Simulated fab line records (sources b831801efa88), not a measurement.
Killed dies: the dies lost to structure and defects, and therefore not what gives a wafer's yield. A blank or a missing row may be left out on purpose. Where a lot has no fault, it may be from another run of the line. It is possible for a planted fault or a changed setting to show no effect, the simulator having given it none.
A single fault, viewed from 2 desks    flow gf180mcu    what lay behind the numbers comes last; until then each desk has only its own

## THE METROLOGY DESK
What the gauges read for every lot (on any tool): the sampled wafers with a number, averaged. Any lot whose mean is over 4 standard deviations away from the usual mean is out of limits and marked OUT; that distance is given in the brackets.
Columns: A = V3_OVL at GF_V3_OVL_MEAS_15, usual -1 nm; B = M4_OVL at GF_M4_OVL_MEAS_15, usual -1 nm
lot   first seen here  A    B
L438  day 22 08:37     13   3
L439  day 22 19:03     -6   -6
L440  day 23 03:40     -5   0
L441  day 23 12:27     -4   2
L442  day 24 08:23     1    -1
L443  day 24 19:49     -9   0
L444  day 24 21:35     7    0
L453  day 27 11:09     -3   1
L454  day 27 18:42     6    -1
L455  day 28 03:43     0    1
L456  day 28 08:40     2    2
L457  day 28 17:09     0    5
L459  day 29 04:51     -10  -1
L460  day 29 10:37     6    -2
This desk's verdict: no lot among the 14 shows anything out of limits.

## DESK OF THE TOOL OWNER: litho_track-01
At GF_V4_DEHYDRATE_06 (time 60 s), the tool's own readings, given per lot that ran on this tool as the mean of the sampled wafers with a number. Any lot whose mean is over 4 standard deviations away from the usual mean is out of limits and marked OUT; that distance is given in the brackets.
Columns: A = heater_power_total_W at GF_V4_DEHYDRATE_06, usual 160.38 W; B = plate_temp_C at GF_V4_DEHYDRATE_06, usual 199.99 C
lot   first seen here  A                 B
L441  day 24 23:53     160.33            200.05
L442  day 25 18:59     160.43            200.04
L443  day 26 06:11     157.79 (-20) OUT  197.52 (-16) OUT
L444  day 26 07:35     157.87 (-19) OUT  197.57 (-16) OUT
L456  day 29 15:47     160.52            199.95
L457  day 29 23:59     160.38            199.92
Finding of this desk: L443, L444 out of limits; the first was L443 at day 26 06:11, on heater_power_total_W at GF_V4_DEHYDRATE_06. Within limits: L441, L442, L456, L457.

## BROUGHT TOGETHER
The tool owner's desk had the chance to raise an alarm at day 26 06:11 on L443, L444.
Metrology desk: nothing out of limits seen.
The metrology desk has L443, L444 on record, within its limits.
Every lot named ran GF_V4_DEHYDRATE_06 on litho_track-01.

## WHAT THE SIMULATOR PUT IN
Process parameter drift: litho_track-01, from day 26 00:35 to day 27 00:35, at GF_V4_DEHYDRATE_06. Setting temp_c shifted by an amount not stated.
Lots struck among those shown: L443, L444.
How many hours passed from the start of the fault until each desk's first out-of-limits reading: the tool owner's desk, 6.
